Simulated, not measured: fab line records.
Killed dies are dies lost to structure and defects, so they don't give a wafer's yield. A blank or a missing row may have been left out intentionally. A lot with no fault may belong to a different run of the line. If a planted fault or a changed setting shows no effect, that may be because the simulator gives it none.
Which of the tools did it?    flow sky130    15 lots, 45 wafers sampled, at 3 steps of a route of 708

## WHAT EACH GAUGE READ, for each wafer
SKY_NWELL_RS_MEAS_29: a four-point-probe measurement.
lot   measured      on            NWELL_RS (ohm/sq)
L437  day 5 03:19   filmMetro-02  626.9 626.1 628.6
L438  day 5 11:17   filmMetro-02  625.3 625.0 625.8
L439  day 5 15:20   filmMetro-02  624.3 623.9 623.0
L440  day 6 05:19   filmMetro-04  619.7 619.7 621.4
L442  day 6 16:53   filmMetro-04  626.3 626.3 626.4
L443  day 6 21:29   filmMetro-04  622.5 623.5 624.0
L445  day 7 09:52   filmMetro-03  623.0 625.0 624.1
L446  day 8 00:59   filmMetro-03  626.3 626.6 626.7
L447  day 8 04:11   filmMetro-02  624.1 622.9 625.0
L452  day 9 03:51   filmMetro-04  623.6 622.4 624.3
L454  day 9 16:22   filmMetro-04  654.1 653.6 653.5
L455  day 9 18:34   filmMetro-04  648.8 648.9 651.1
L456  day 10 08:50  filmMetro-03  647.7 645.9 648.7
L459  day 10 23:44  filmMetro-02  621.5 623.4 622.2
L460  day 11 03:56  filmMetro-02  626.1 624.3 623.6

SKY_VT_ADJUST_PCH_OVL_MEAS_07.
lot   measured      on          VT_ADJUST_PCH_OVL (nm)
L437  day 10 02:20  overlay-02  -0.2 -1.2 -1.3
L438  day 10 14:13  overlay-01  -2.7 -2.5 -3.1
L439  day 10 19:20  overlay-02  -3.9 -0.8 -0.7
L440  day 11 12:16  overlay-01  -1.8 -3.3 -1.8
L442  day 12 03:12  overlay-01  -1.5 -1.3 2.1
L443  day 12 08:55  overlay-01  -0.8 -0.7 -2.5
L445  day 13 00:37  overlay-02  -0.4 -0.7 -0.8
L446  day 13 19:53  overlay-01  0.7 1.0 -1.1
L447  day 13 23:59  overlay-01  1.1 -2.7 -0.7
L452  day 15 05:40  overlay-01  -1.4 -3.9 -3.5
L459  day 17 10:43  overlay-01  -2.9 -1.5 -2.6
L460  day 17 17:01  overlay-01  -1.5 -0.6 -1.7

## EACH LOT AND THE TOOL THAT RAN IT (in order: tool; ch and the chambers of the sampled wafers; start)
lot   SKY_NWELL_IMPLANT_13
L437  implanter-01 ch 0, day 4 10:25
L438  implanter-03 ch 0, day 4 17:45
L439  implanter-03 ch 0, day 4 21:26
L440  implanter-03 ch 0, day 5 10:07
L442  implanter-03 ch 0, day 5 21:30
L443  implanter-02 ch 0, day 6 02:21
L445  implanter-03 ch 0, day 6 14:43
L446  implanter-03 ch 0, day 7 04:58
L447  implanter-01 ch 0, day 7 07:36
L452  implanter-01 ch 0, day 8 05:40
L454  implanter-03, day 8 18:48
L455  implanter-03, day 8 20:46
L456  implanter-03, day 9 10:08
L459  implanter-01 ch 0, day 10 00:40
L460  implanter-03 ch 0, day 10 04:33
- SKY_NWELL_IMPLANT_13

## AS READ BY THE TOOLS THEMSELVES (means over the sampled wafers that have a number; for cases with no such wafer, the mark the record gives instead)
SKY_NWELL_IMPLANT_13.
lot   tool          beamEnergyKeV  beamOnS (s)
L437  implanter-01  49.999         10.31
L438  implanter-03  50.013         10.04
L439  implanter-03  49.992         10.18
L440  implanter-03  49.978         9.92
L442  implanter-03  49.993         10.22
L443  implanter-02  49.996         10.12
L445  implanter-03  49.992         10.04
L446  implanter-03  49.995         10.13
L447  implanter-01  49.975         9.98
L452  implanter-01  50.005         10.01
L454  implanter-03  -              -
L455  implanter-03  -              -
L456  implanter-03  -              -
L459  implanter-01  49.984         10.02
L460  implanter-03  49.974         9.97

## THE ANSWER, worked out from the rows above alone
Rule: what is usual is taken from the lots themselves. The widest of any qualifying gaps counts: lots, ordered by their means at a reading, are off when they make up no more than a third of the lots, leave a main group of 4 or more, and stand apart from it by 3 or more times the standard deviation of that group's means. Not used: any main group whose means are identical at the precision the tables above print for the reading. Also off: a lot with no number at a reading for which 4 or more lots have one. The other lots that the step has rows for count as sound. The gauges are gone through in route order, then the tools' own readings, and for those a lot's mean is taken as printed above. The first step at which some lot is off is used, and at that step the reading that is off furthest; a lot without a number counts as furthest.
Off: at SKY_NWELL_RS_MEAS_29 (NWELL_RS), L454, L455, L456. Mean 624.3 ohm/sq and standard deviation 1.8 in the main group.
A tool fits if, at a process step before that reading, it ran every lot that is off, and no sound lot after the first of them. The gauges at SKY_NWELL_RS_MEAS_29 aren't tried: what is off there is off at SKY_NWELL_IMPLANT_13 too, on other tools, and a gauge's error can't cause that. None of those tried fits.

## WHAT THE SIMULATOR PUT IN
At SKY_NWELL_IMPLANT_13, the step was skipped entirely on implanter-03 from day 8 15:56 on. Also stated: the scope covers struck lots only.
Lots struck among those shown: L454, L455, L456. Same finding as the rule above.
